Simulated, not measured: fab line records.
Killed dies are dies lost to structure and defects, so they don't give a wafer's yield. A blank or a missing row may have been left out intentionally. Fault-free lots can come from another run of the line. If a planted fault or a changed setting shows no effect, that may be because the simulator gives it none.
What tool caused it? || flow sky130 || 32 wafers from 11 lots sampled at 2 of the route's 708 steps

== WHAT EACH GAUGE READ, for each wafer ==
SKY_VIA3_BOW_MEAS_03.
{"lot": "L533", "measured": "day 39 01:56", "on": "filmMetro-03", "VIA3_BOW (um)": "73 75 79"}
{"lot": "L535", "measured": "day 39 18:42", "on": "filmMetro-01", "VIA3_BOW (um)": "84 89 80"}
{"lot": "L536", "measured": "day 40 07:28", "on": "filmMetro-01", "VIA3_BOW (um)": "94 86 91"}
{"lot": "L537", "measured": "day 40 16:29", "on": "filmMetro-03", "VIA3_BOW (um)": "70 71 77"}
{"lot": "L539", "measured": "day 40 22:03", "on": "filmMetro-01", "VIA3_BOW (um)": "72 59 64"}
{"lot": "L540", "measured": "day 41 08:55", "on": "filmMetro-03", "VIA3_BOW (um)": "79 83 87"}
{"lot": "L544", "measured": "day 42 15:08", "on": "filmMetro-04", "VIA3_BOW (um)": "74 78 73"}
{"lot": "L547", "measured": "day 43 12:21", "on": "filmMetro-04", "VIA3_BOW (um)": "80 78 81"}
{"lot": "L550", "measured": "day 44 01:26", "on": "filmMetro-04", "VIA3_BOW (um)": "84 76"}
{"lot": "L552", "measured": "day 44 15:43", "on": "filmMetro-04", "VIA3_BOW (um)": "87 86 80"}
{"lot": "L555", "measured": "day 45 08:08", "on": "filmMetro-01", "VIA3_BOW (um)": "85 69 71"}

== TOOL THAT RAN EACH LOT (tool first, then ch and the chambers of the sampled wafers, then the start) ==
{"lot": "L533", "SKY_METAL3_ETCH_17": "rieDiel-04 ch 0,3, day 38 23:56"}
{"lot": "L535", "SKY_METAL3_ETCH_17": "rieDiel-02 ch 0,3, day 39 17:22"}
{"lot": "L536", "SKY_METAL3_ETCH_17": "rieDiel-04 ch 1,3, day 40 06:07"}
{"lot": "L537", "SKY_METAL3_ETCH_17": "rieDiel-02 ch 0,1, day 40 15:01"}
{"lot": "L539", "SKY_METAL3_ETCH_17": "rieDiel-04 ch 1,2,3, day 40 20:34"}
{"lot": "L540", "SKY_METAL3_ETCH_17": "rieDiel-04 ch 0,2, day 41 07:31"}
{"lot": "L544", "SKY_METAL3_ETCH_17": "rieDiel-01 ch 1,3, day 42 13:43"}
{"lot": "L547", "SKY_METAL3_ETCH_17": "rieDiel-02 ch 0,1,3, day 43 11:01"}
{"lot": "L550", "SKY_METAL3_ETCH_17": "rieDiel-01 ch 1,3, day 44 00:01"}
{"lot": "L552", "SKY_METAL3_ETCH_17": "rieDiel-01 ch 0,3, day 44 14:22"}
{"lot": "L555", "SKY_METAL3_ETCH_17": "rieDiel-02 ch 0,1,2, day 45 06:22"}
- SKY_METAL3_ETCH_17: etches SiO2 in C4F8/O2/Ar, stops on TiN, time 3.9 s, target depth 15 nm.

== AS READ BY THE TOOLS THEMSELVES (means over the sampled wafers that have a number; for cases with no such wafer, the mark the record gives instead) ==
SKY_METAL3_ETCH_17.
{"lot": "L533", "tool": "rieDiel-04", "oesProductAu (a.u.)": 0.742}
{"lot": "L535", "tool": "rieDiel-02", "oesProductAu (a.u.)": 0.764}
{"lot": "L536", "tool": "rieDiel-04", "oesProductAu (a.u.)": 0.752}
{"lot": "L537", "tool": "rieDiel-02", "oesProductAu (a.u.)": 0.742}
{"lot": "L539", "tool": "rieDiel-04", "oesProductAu (a.u.)": 0.749}
{"lot": "L540", "tool": "rieDiel-04", "oesProductAu (a.u.)": 0.755}
{"lot": "L544", "tool": "rieDiel-01", "oesProductAu (a.u.)": 0.759}
{"lot": "L547", "tool": "rieDiel-02", "oesProductAu (a.u.)": 0.758}
{"lot": "L550", "tool": "rieDiel-01", "oesProductAu (a.u.)": 0.752}
{"lot": "L552", "tool": "rieDiel-01", "oesProductAu (a.u.)": 0.764}
{"lot": "L555", "tool": "rieDiel-02", "oesProductAu (a.u.)": 0.760}

== THE ANSWER, worked out from the rows above alone ==
Rule: the usual values come from the lots themselves. The widest of any qualifying gaps counts: lots, ordered by their means at a reading, are off when they make up no more than a third of the lots, leave a main group of 4 or more, and stand apart from it by 3 or more times the standard deviation of that group's means. A main group whose means are all the same, to the digits that the tables above print for the reading, isn't used. A lot without any number at a reading at which 4 lots or more have one is off too. All remaining lots with rows at the step are treated as sound. Order of review: gauges by route order, followed by the tools' own readings, for which a lot's mean as printed above is used. At the first step where some lot is off, the reading lying furthest off is the one used; lots without a number count as furthest.
No lot is off on any of the readings shown, so nothing can be concluded from this.

== WHAT THE SIMULATOR HAD PUT IN ==
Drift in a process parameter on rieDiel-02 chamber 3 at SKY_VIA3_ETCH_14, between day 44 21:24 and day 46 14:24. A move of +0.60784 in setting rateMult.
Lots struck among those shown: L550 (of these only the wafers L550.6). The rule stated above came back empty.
